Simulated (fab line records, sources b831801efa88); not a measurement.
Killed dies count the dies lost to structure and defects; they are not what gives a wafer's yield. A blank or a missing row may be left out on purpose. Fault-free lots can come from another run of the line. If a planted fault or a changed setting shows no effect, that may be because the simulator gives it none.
fab line records | flow gf180mcu
record: lots: 14 | wafers: 42 | last_day: 34
route steps=602 shown MVSD@75 CONTACT@302 M1@319
lots that met no fault: from a run of the same line without faults
start_h: start of the lot's first displayed wafer, in hours after the record's first day | wait_h: hours elapsed since this lot's preceding step | " same as the row above | L1.1+2: a row that stands for several wafers | - no value present, or no start provided | * or withheld: withheld | < > ~ a bound
route shown NAME@n: NAME is a module with steps in the file, n the number in the route of the first one | usual: mean/standard deviation of fault-free wafers | same: alike in all rows | chamber/n: place in a boat | sites: readings site by site | _std_site: their standard deviation | _edge_site: the outer-site mean with the inner-site mean subtracted | radius_mm: for every site, how far away it sits from the centre of the wafer | mask NAME#n: copy n | behind: the tool/chamber that last shaped the wafer | hold: why the lot went on hold/how many hours it stayed there/how the hold came to an end | device: transistor that didn't switch, given as n, p or np | end of line: tests run on the same wafers once the route is complete | for a step that has no rows: nothing shown but its recipe | killed: at the first sort, the dies lost to defects and structure; wafer yield is something else | map: a wafer's dies, marking killed ones x, the rest . and places with no die _
set.NAME: the run value of the setting; set.NAME@STEP: its run value at that earlier step | model.NAME: the simulator's own value behind a step, which no gauge read
route steps across a sampled set of lots; one table per step, one row per wafer
services: from which hour (start_h, from the record's first day; less than 0 if before it) a tool's chamber was out of use, for how many hours, and why
== steps ==
step: GF_MVSD_IMPLANT_09
recipe: species: P | energy_kev: 100 | dose_cm2: 5e+12 | tilt_deg: 0
usual: beam_on_s: 9.96/0.18 | faraday_current_uA: 28.3/0.51
lot.wafer | tool         | chamber | start_h | wait_h | beam_on_s | faraday_current_uA
L286.2    | implanter-04 | 0       | 75.81   | 0.1    | 9.63      | 29.1
L286.3    | "            | 0       | "       | "      | 10.18     | 27.7
L286.4    | "            | 0       | "       | "      | 9.96      | 28.4
L288.2    | implanter-04 | 0       | 104.00  | 0.1    | 10.22     | 27.7
L288.5    | "            | 0       | "       | "      | 10.07     | 28.0
L288.6    | "            | 0       | "       | "      | 9.83      | 28.6
L289.1    | implanter-01 | 0       | 105.65  | 0.1    | 10.23     | 27.6
L289.4    | "            | 0       | "       | "      | 9.72      | 29.0
L289.6    | "            | 0       | "       | "      | 10.17     | 27.7
L290.1    | implanter-04 | 0       | 108.77  | 0.1    | 9.83      | 28.6
L290.4    | "            | 0       | "       | "      | 9.83      | 28.7
L290.6    | "            | 0       | "       | "      | 10.23     | 27.5
L292.1    | implanter-04 | 0       | 112.90  | 0.1    | 10.12     | 28.0
L292.4    | "            | 0       | "       | "      | 9.94      | 28.4
L292.6    | "            | 0       | "       | "      | 9.93      | 28.3
L294.1    | implanter-04 | 0       | 128.97  | 0.1    | 9.86      | 28.5
L294.2    | "            | 0       | "       | "      | 10.00     | 28.2
L294.3    | "            | 0       | "       | "      | 9.67      | 29.2
L295.1    | implanter-01 | 0       | 137.50  | 0.1    | 10.03     | 28.2
L295.2    | "            | 0       | "       | "      | 9.80      | 28.9
L295.3    | "            | 0       | "       | "      | 10.15     | 27.8
L299.2    | implanter-04 | 0       | 158.25  | 0.1    | 10.28     | 27.4
L299.3    | "            | 0       | "       | "      | 9.87      | 28.6
L299.6    | "            | 0       | "       | "      | 9.91      | 28.5
L302.1    | implanter-01 | 0       | 181.38  | 0.1    | 12.86     | 21.9
L302.2    | "            | 0       | "       | "      | 12.61     | 22.4
L302.3    | "            | 0       | "       | "      | 12.51     | 22.5
L304.1    | implanter-01 | 0       | 189.10  | 0.1    | 12.20     | 23.1
L304.2    | "            | 0       | "       | "      | 12.23     | 23.0
L304.4    | "            | 0       | "       | "      | 12.82     | 22.0
L305.4    | implanter-04 | 0       | 196.09  | 0.1    | 9.78      | 29.0
L305.5    | "            | 0       | "       | "      | 9.62      | 29.2
L305.6    | "            | 0       | "       | "      | 10.36     | 27.3
L306.2    | implanter-03 | 0       | 202.94  | 0.1    | 10.34     | 27.4
L306.4    | "            | 0       | "       | "      | 10.05     | 27.9
L306.6    | "            | 0       | "       | "      | 9.82      | 28.8
L307.1    | implanter-04 | 0       | 209.43  | 0.1    | 10.23     | 27.6
L307.3    | "            | 0       | "       | "      | 9.91      | 28.5
L307.6    | "            | 0       | "       | "      | 10.19     | 27.7
L309.1    | implanter-03 | 0       | 219.30  | 0.1    | 10.07     | 28.0
L309.2    | "            | 0       | "       | "      | 9.94      | 28.4
L309.6    | "            | 0       | "       | "      | 9.73      | 28.8
step: GF_VT_IMPLANT_RS_MEAS_46
recipe: thk_meas_gauge: four-point-probe
usual: MVSD_RS: 456.7/1.1
lot.wafer | tool          | chamber | start_h | wait_h | MVSD_RS[ohm/sq]
L286.2    | film_metro-03 | -       | 150.27  | 0.1    | 457.1
L286.3    | "             | -       | "       | "      | 457.7
L286.4    | "             | -       | "       | "      | 456.9
L288.2    | film_metro-04 | -       | 184.17  | 0.1    | 456.5
L288.5    | "             | -       | "       | "      | 456.1
L288.6    | "             | -       | "       | "      | 458.0
L289.1    | film_metro-03 | -       | 186.09  | 0.1    | 457.5
L289.4    | "             | -       | "       | "      | 455.8
L289.6    | "             | -       | "       | "      | 457.5
L290.1    | film_metro-01 | -       | 191.00  | 0.1    | 455.8
L290.4    | "             | -       | "       | "      | 455.5
L290.6    | "             | -       | "       | "      | 455.4
L292.1    | film_metro-04 | -       | 195.21  | 0.1    | 455.6
L292.4    | "             | -       | "       | "      | 454.5
L292.6    | "             | -       | "       | "      | 454.3
L294.1    | film_metro-01 | -       | 213.49  | 0.1    | 456.6
L294.2    | "             | -       | "       | "      | 457.4
L294.3    | "             | -       | "       | "      | 455.9
L295.1    | film_metro-01 | -       | 224.36  | 0.1    | 456.7
L295.2    | "             | -       | "       | "      | 457.4
L295.3    | "             | -       | "       | "      | 457.5
L299.2    | film_metro-01 | -       | 248.52  | 0.1    | 456.7
L299.3    | "             | -       | "       | "      | 456.2
L299.6    | "             | -       | "       | "      | 456.0
L302.1    | film_metro-01 | -       | 274.76  | 0.1    | 440.0
L302.2    | "             | -       | "       | "      | 439.1
L302.3    | "             | -       | "       | "      | 440.4
L304.1    | film_metro-01 | -       | 281.49  | 0.1    | 439.9
L304.2    | "             | -       | "       | "      | 440.5
L304.4    | "             | -       | "       | "      | 440.7
L305.4    | film_metro-03 | -       | 290.92  | 0.1    | 458.0
L305.5    | "             | -       | "       | "      | 455.9
L305.6    | "             | -       | "       | "      | 458.3
L306.2    | film_metro-03 | -       | 297.73  | 0.1    | 456.1
L306.4    | "             | -       | "       | "      | 456.8
L306.6    | "             | -       | "       | "      | 457.9
L307.1    | film_metro-01 | -       | 305.31  | 0.1    | 456.7
L307.3    | "             | -       | "       | "      | 456.8
L307.6    | "             | -       | "       | "      | 457.4
L309.1    | film_metro-01 | -       | 316.45  | 0.1    | 454.4
L309.2    | "             | -       | "       | "      | 455.6
L309.6    | "             | -       | "       | "      | 455.9
step: GF_CONTACT_OVL_MEAS_15
usual: CONTACT_OVL: -1/5.3
lot.wafer | tool       | chamber | start_h | wait_h | CONTACT_OVL[nm]
L286.2    | overlay-02 | -       | 354.46  | 0.1    | -6
L286.3    | "          | -       | "       | "      | -3
L286.4    | "          | -       | "       | "      | -2
L288.2    | overlay-01 | -       | 400.32  | 0.1    | 1
L288.5    | "          | -       | "       | "      | 3
L288.6    | "          | -       | "       | "      | 3
L289.1    | overlay-02 | -       | 406.00  | 0.1    | 2
L289.4    | "          | -       | "       | "      | -3
L289.6    | "          | -       | "       | "      | 5
L290.1    | overlay-01 | -       | 408.61  | 0.1    | -8
L290.4    | "          | -       | "       | "      | -4
L290.6    | "          | -       | "       | "      | -3
L292.1    | overlay-01 | -       | 415.20  | 0.1    | -5
L292.4    | "          | -       | "       | "      | 1
L292.6    | "          | -       | "       | "      | 1
L294.1    | overlay-02 | -       | 434.02  | 0.1    | 9
L294.2    | "          | -       | "       | "      | 6
L294.3    | "          | -       | "       | "      | 9
L295.1    | overlay-02 | -       | 449.32  | 0.1    | 2
L295.2    | "          | -       | "       | "      | -4
L295.3    | "          | -       | "       | "      | 5
L299.2    | overlay-02 | -       | 478.55  | 0.1    | 4
L299.3    | "          | -       | "       | "      | 6
L299.6    | "          | -       | "       | "      | -4
L302.1    | overlay-02 | -       | 507.71  | 0.1    | 5
L302.2    | "          | -       | "       | "      | -1
L302.3    | "          | -       | "       | "      | 1
L304.1    | overlay-01 | -       | 520.10  | 0.1    | 3
L304.2    | "          | -       | "       | "      | -11
L304.4    | "          | -       | "       | "      | -6
L305.4    | overlay-02 | -       | 528.31  | 0.1    | 1
L305.5    | "          | -       | "       | "      | 4
L305.6    | "          | -       | "       | "      | -1
L306.2    | overlay-02 | -       | 539.28  | 0.1    | 3
L306.4    | "          | -       | "       | "      | 5
L306.6    | "          | -       | "       | "      | 0
L307.1    | overlay-02 | -       | 542.72  | 0.1    | -3
L307.3    | "          | -       | "       | "      | -9
L307.6    | "          | -       | "       | "      | -4
L309.1    | overlay-02 | -       | 559.80  | 0.1    | 4
L309.2    | "          | -       | "       | "      | 0
L309.6    | "          | -       | "       | "      | 2
step: GF_CONTACT_CVD_24
recipe: material: W | target_thk_nm: 300 | time_s: 90.339 | temp_c: 400 | pressure_torr: 40
usual: heater_power_outer_w: 479/13 | heater_power_w: 792/29
lot.wafer | tool     | chamber | start_h | wait_h | heater_power_outer_w | heater_power_w
L286.2    | cvd_w-01 | 0       | 355.21  | 0.1    | 460                  | 813
L286.3    | "        | 0       | "       | "      | 456                  | 807
L286.4    | "        | 0       | "       | "      | 462                  | 788
L288.2    | cvd_w-01 | 1       | 400.91  | 0.0    | 494                  | 776
L288.5    | "        | 0       | "       | "      | 457                  | 798
L288.6    | "        | 1       | "       | "      | 472                  | 775
L289.1    | cvd_w-01 | 0       | 406.61  | 0.0    | 463                  | 815
L289.4    | "        | 0       | "       | "      | 463                  | 783
L289.6    | "        | 0       | "       | "      | 459                  | 787
L290.1    | cvd_w-02 | 1       | 409.22  | 0.0    | 483                  | 847
L290.4    | "        | 1       | "       | "      | 484                  | 827
L290.6    | "        | 1       | "       | "      | 484                  | 830
L292.1    | cvd_w-01 | 0       | 415.80  | 0.0    | 458                  | 812
L292.4    | "        | 1       | "       | "      | 485                  | 760
L292.6    | "        | 1       | "       | "      | 491                  | 762
L294.1    | cvd_w-01 | 1       | 434.62  | 0.0    | 488                  | 760
L294.2    | "        | 0       | "       | "      | 457                  | 814
L294.3    | "        | 0       | "       | "      | 467                  | 821
L295.1    | cvd_w-02 | 0       | 449.93  | 0.0    | 492                  | 755
L295.2    | "        | 1       | "       | "      | 487                  | 835
L295.3    | "        | 1       | "       | "      | 477                  | 811
L299.2    | cvd_w-01 | 0       | 479.15  | 0.0    | 475                  | 810
L299.3    | "        | 0       | "       | "      | 463                  | 812
L299.6    | "        | 1       | "       | "      | 478                  | 742
L302.1    | cvd_w-01 | 1       | 508.33  | 0.0    | 480                  | 770
L302.2    | "        | 0       | "       | "      | 475                  | 814
L302.3    | "        | 0       | "       | "      | 458                  | 817
L304.1    | cvd_w-01 | 0       | 520.69  | 0.0    | 465                  | 801
L304.2    | "        | 1       | "       | "      | 476                  | 767
L304.4    | "        | 0       | "       | "      | 467                  | 806
L305.4    | cvd_w-02 | 1       | 528.93  | 0.1    | 471                  | 855
L305.5    | "        | 1       | "       | "      | 485                  | 829
L305.6    | "        | 0       | "       | "      | 486                  | 756
L306.2    | cvd_w-01 | 1       | 539.88  | 0.0    | 486                  | 780
L306.4    | "        | 0       | "       | "      | 466                  | 804
L306.6    | "        | 0       | "       | "      | 463                  | 804
L307.1    | cvd_w-01 | 1       | 543.33  | 0.0    | 478                  | 757
L307.3    | "        | 1       | "       | "      | 496                  | 763
L307.6    | "        | 1       | "       | "      | 485                  | 748
L309.1    | cvd_w-02 | 1       | 560.39  | 0.0    | 485                  | 856
L309.2    | "        | 0       | "       | "      | 487                  | 773
L309.6    | "        | 0       | "       | "      | 488                  | 778
step: GF_M1_SPUTTER_04
recipe: material: TiN | target_thk_nm: 50 | power_w: 6500 | time_s: 41.7 | chamber_pressure_pa: 0.4
usual: throttle_valve_pct: 30.0/0.51
lot.wafer | tool           | chamber | start_h | wait_h | throttle_valve_pct
L286.2    | pvd_sputter-04 | -       | 356.04  | 0.0    | 29.9
L286.3    | "              | -       | "       | "      | 29.6
L286.4    | "              | -       | "       | "      | 30.1
L288.2    | pvd_sputter-01 | -       | 401.67  | 0.0    | 29.6
L288.5    | "              | -       | "       | "      | 29.7
L288.6    | "              | -       | "       | "      | 30.0
L289.1    | pvd_sputter-01 | -       | 407.37  | 0.0    | 29.8
L289.4    | "              | -       | "       | "      | 29.6
L289.6    | "              | -       | "       | "      | 29.9
L290.1    | pvd_sputter-04 | -       | 409.98  | 0.0    | 30.0
L290.4    | "              | -       | "       | "      | 30.1
L290.6    | "              | -       | "       | "      | 29.3
L292.1    | pvd_sputter-03 | -       | 416.56  | 0.0    | 31.0
L292.4    | "              | -       | "       | "      | 30.7
L292.6    | "              | -       | "       | "      | 30.0
L294.1    | pvd_sputter-04 | -       | 435.38  | 0.0    | 29.4
L294.2    | "              | -       | "       | "      | 29.9
L294.3    | "              | -       | "       | "      | 29.7
L295.1    | pvd_sputter-04 | -       | 450.69  | 0.0    | 29.6
L295.2    | "              | -       | "       | "      | 29.6
L295.3    | "              | -       | "       | "      | 30.3
L299.2    | pvd_sputter-01 | -       | 479.91  | 0.0    | 29.5
L299.3    | "              | -       | "       | "      | 29.9
L299.6    | "              | -       | "       | "      | 29.8
L302.1    | pvd_sputter-01 | -       | 509.17  | 0.0    | 29.9
L302.2    | "              | -       | "       | "      | 29.6
L302.3    | "              | -       | "       | "      | 30.2
L304.1    | pvd_sputter-03 | -       | 521.71  | 0.0    | 31.0
L304.2    | "              | -       | "       | "      | 31.0
L304.4    | "              | -       | "       | "      | 30.4
L305.4    | pvd_sputter-04 | -       | 529.68  | 0.0    | 29.9
L305.5    | "              | -       | "       | "      | 29.7
L305.6    | "              | -       | "       | "      | 29.8
L306.2    | pvd_sputter-03 | -       | 540.64  | 0.0    | 30.5
L306.4    | "              | -       | "       | "      | 31.3
L306.6    | "              | -       | "       | "      | 30.4
L307.1    | pvd_sputter-04 | -       | 544.09  | 0.0    | 30.8
L307.3    | "              | -       | "       | "      | 29.6
L307.6    | "              | -       | "       | "      | 29.5
L309.1    | pvd_sputter-04 | -       | 561.15  | 0.0    | 29.7
L309.2    | "              | -       | "       | "      | 30.1
L309.6    | "              | -       | "       | "      | 29.4
== services ==
tool           | chamber | start_h | hours | kind
pvd_sputter-04 | -       | 79.81   | 1.1   | repair
cvd_w-01       | -       | 117.29  | 0.6   | repair
implanter-04   | -       | 136.36  | 3.7   | pm
pvd_sputter-01 | -       | 138.89  | 5.3   | repair
implanter-01   | -       | 189.99  | 2.7   | pm
pvd_sputter-01 | -       | 195.78  | 0.5   | repair
implanter-04   | -       | 221.03  | 2.7   | repair
cvd_w-02       | 1       | 241.15  | 1.4   | repair
cvd_w-01       | -       | 261.33  | 2.8   | pm
pvd_sputter-01 | -       | 270.56  | 19.1  | repair
pvd_sputter-04 | -       | 285.12  | 1.7   | repair
pvd_sputter-04 | -       | 295.74  | 0.8   | repair
cvd_w-02       | -       | 298.61  | 2.3   | repair
pvd_sputter-01 | -       | 317.10  | 3.4   | repair
pvd_sputter-01 | -       | 324.88  | 3.9   | repair
cvd_w-01       | -       | 327.04  | 1.5   | repair
pvd_sputter-01 | -       | 338.09  | 3.8   | repair
cvd_w-01       | 1       | 348.94  | 8.8   | repair
pvd_sputter-01 | -       | 357.03  | 0.6   | repair
cvd_w-02       | -       | 390.00  | 14.0  | pm
cvd_w-01       | -       | 423.40  | 6.0   | pm
pvd_sputter-04 | -       | 426.03  | 3.2   | repair
implanter-04   | -       | 498.64  | 2.0   | repair
cvd_w-01       | -       | 536.50  | 0.3   | repair
== key ==
first_sign: step: GF_MVSD_IMPLANT_09 | reading: beam_on_s | direction: up | sigmas: 14 | usual: 9.96 | struck: 12.54
effect: step: GF_MVSD_IMPLANT_09 | reading: faraday_current_uA | direction: down | sigmas: 12 | usual: 28.3 | struck: 22.5
effect: step: GF_VT_IMPLANT_RS_MEAS_46 | reading: MVSD_RS | direction: down | sigmas: 16 | usual: 456.7 | struck: 440.1
met_at GF_MVSD_IMPLANT_09
struck_lots L302,L304
tester_left_out L302,L304
not_acting_at GF_CONTACT_OVL_MEAS_15,GF_CONTACT_CVD_24,GF_M1_SPUTTER_04
onset_between 137.50 181.38
fault: kind: process_parameter_drift | tool: implanter-01 | chamber: - | onset_h: 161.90 | steps: GF_MVSD_IMPLANT_09 | channel: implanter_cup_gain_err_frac | offset: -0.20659 | shape: step | end_h: 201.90
tester_left_out: of these lots the tester's yield and bins aren't shown, on N5 and GAA mostly nor the transistor test; their killed dies are dies lost to structure and defects alone, not to doping, threshold or leakage, so they don't give the yield
